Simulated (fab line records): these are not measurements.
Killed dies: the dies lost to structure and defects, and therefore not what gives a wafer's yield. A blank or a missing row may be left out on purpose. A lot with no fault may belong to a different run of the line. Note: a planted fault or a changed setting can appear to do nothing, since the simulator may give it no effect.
A struck lot beside a sound one | flow sky130 | 16 out of 708 route steps
Sound: wafers L151.2, L151.5, L151.6. Struck: wafers L160.1, L160.4, L160.6. The cause is given at the end.
Per side, at each step with rows, come the tool, then ch with its chambers, and then its first start. Under that, the readings that differ: sound wafers | struck wafers | difference of the means | sigmas: that difference in standard deviations of wafers without a fault.
alike: readings whose means differ by less than 2 such deviations, and words and numbers that are the same on both sides. not compared: withheld readings, readings that some wafer has no value for, bounds like >300 that may hide the same value, and numbers for which the record gives no deviation and whose values overlap.
The two part at a step that has a row with sigmas, a row that says differs or no value, or rows on one side only. When numbers do not overlap yet have no deviation, they are printed without sigmas and do not part them. Lack of a reading on every wafer of one side parts them only where that side has two or more wafers.

first, 1 step without rows for these wafers: SKY_VT_ADJUST_LVTN_IMPLANT_19.
SKY_VT_ADJUST_LVTN_STRIP_20: strips in O2/N2.
  sound on plasma asher-04 ch 0,1, day 9 07:26; struck on plasma asher-03 ch 0, day 11 15:08
  reading                      | sound             | struck            | difference | sigmas
  o2 flow sccm (sccm)          | 3003 3011 3010    | 2979 2984 2987    | -25        | -3
  strip time to endpoint s (s) | 14.07 14.11 14.07 | 14.19 14.19 14.23 | +0.12      | +3
  alike: drypump motor current A, oes product au
  not compared: rf hours counter h
SKY_VT_ADJUST_LVTN_TW_MEAS_21:
  sound on film metro-02 at day 9 07:33; struck on film metro-03 at day 11 15:14
  alike: VT_ADJUST_LVTN_2_TW
then, 7 steps without rows for these wafers: SKY_VT_ADJUST_NCORE_DEHYDRATE_00 (time 60 s); SKY_VT_ADJUST_NCORE_HMDS_01 (prime time 60 s); SKY_VT_ADJUST_NCORE_COAT_02 (resist thk 1140 nm); SKY_VT_ADJUST_NCORE_SOFTBAKE_03 (time 60 s); SKY_VT_ADJUST_NCORE_EXPOSE_04 (exposes mask LVTN COMPLEMENT THIN, target cd 380 nm); SKY_VT_ADJUST_NCORE_PEB_05; SKY_VT_ADJUST_NCORE_DEVELOP_06 (develop time 60 s).
SKY_VT_ADJUST_NCORE_CD_MEAS_07: the cd target is 380 nm.
  sound on cd sem-02 at day 10 06:25; struck on cd sem-01 at day 12 15:27
  alike: cd nm
SKY_VT_ADJUST_NCORE_OVL_MEAS_08:
  sound on overlay-01 at day 10 06:32; struck on overlay-01 at day 12 15:34
  alike: VT_ADJUST_NCORE_OVL
SKY_VT_ADJUST_NCORE_IMPLANT_09:
  sound on implanter-02 ch 0, day 10 06:38; struck on implanter-02 ch 0, day 12 15:37
  reading            | sound                            | struck                          | difference  | sigmas
  dose ions cm2      | 2.3997e+12 2.3986e+12 2.4013e+12 | 2.8949e+12 2.897e+12 2.8969e+12 | +4.9640e+11 | +99 or more
  faraday current uA | 13.54 13.30 13.55                | 16.43 16.45 16.51               | +3.00       | +12
SKY_VT_ADJUST_NCORE_STRIP_10: strips in O2/N2.
  sound on plasma asher-03 ch 0,1, day 10 06:46; struck on plasma asher-03 ch 0,1, day 12 15:46
  alike: drypump motor current A, o2 flow sccm, oes product au, strip time to endpoint s
  not compared: rf hours counter h
SKY_VT_ADJUST_NCORE_TW_MEAS_11:
  sound on film metro-04 at day 10 06:52; struck on film metro-03 at day 12 16:05
  reading            | sound             | struck            | difference | sigmas
  VT_ADJUST_NCORE_TW | 221.0 220.1 219.9 | 231.3 231.4 231.5 | +11.1      | +9
  not compared: hold
-- a jump in the record: the struck wafers' starts before and after are 37 days apart (it breaks off in module VT_ADJUST_NCORE and resumes in module PAD_OPEN, where the first step shown is number 708 of the route) --
SKY_PAD_OPEN_PROBE_99:
  sound on prober-02 at day 47 15:02; struck on prober-01 at day 49 07:56
  reading                                    | sound                         | struck                        | difference | sigmas
  model.etest.nfet_16v.r on ohm um           | 1.431e+04 1.436e+04 1.438e+04 | 1.472e+04 1.49e+04 1.471e+04  | +4.267e+02 |
  model.etest.pfet_16v.r on ohm um           | 1.491e+04 1.487e+04 1.479e+04 | 1.478e+04 1.478e+04 1.477e+04 | -8.000e+01 |
  model.etest.pfet g5v0d10v5.r on ohm um     | 4694 4844 4652                | 4475 4504 4479                | -244       |
  model.etest.tip p.rs ohm sq                | 6894 6918 6958                | 6776 6785 6818                | -130       |
  model.etest.res pwell under gate.rs ohm sq | 2268 2283 2280                | 2237 2238 2247                | -36        |
  model.etest.tip_p_5v.rs ohm sq             | 2854 2855 2827                | 2784 2796 2786                | -57        |
  alike: killed_at_M0_to_M3, killed_at_M4_up, killed at contacts, killed at front end, killed at other, killed dies, killed open, killed short
  not compared: model.etest.nfet g5v0d10v5.r on ohm um, model.etest.tip_n_5v.rs ohm sq

== WHERE THEY PART ==
First at SKY_VT_ADJUST_LVTN_STRIP_20; last, within this record, at SKY_VT_ADJUST_NCORE_TW_MEAS_11. Later steps at which nothing parts them and some readings are alike: SKY_PAD_OPEN_PROBE_99.

WHY: the cause the simulator had injected
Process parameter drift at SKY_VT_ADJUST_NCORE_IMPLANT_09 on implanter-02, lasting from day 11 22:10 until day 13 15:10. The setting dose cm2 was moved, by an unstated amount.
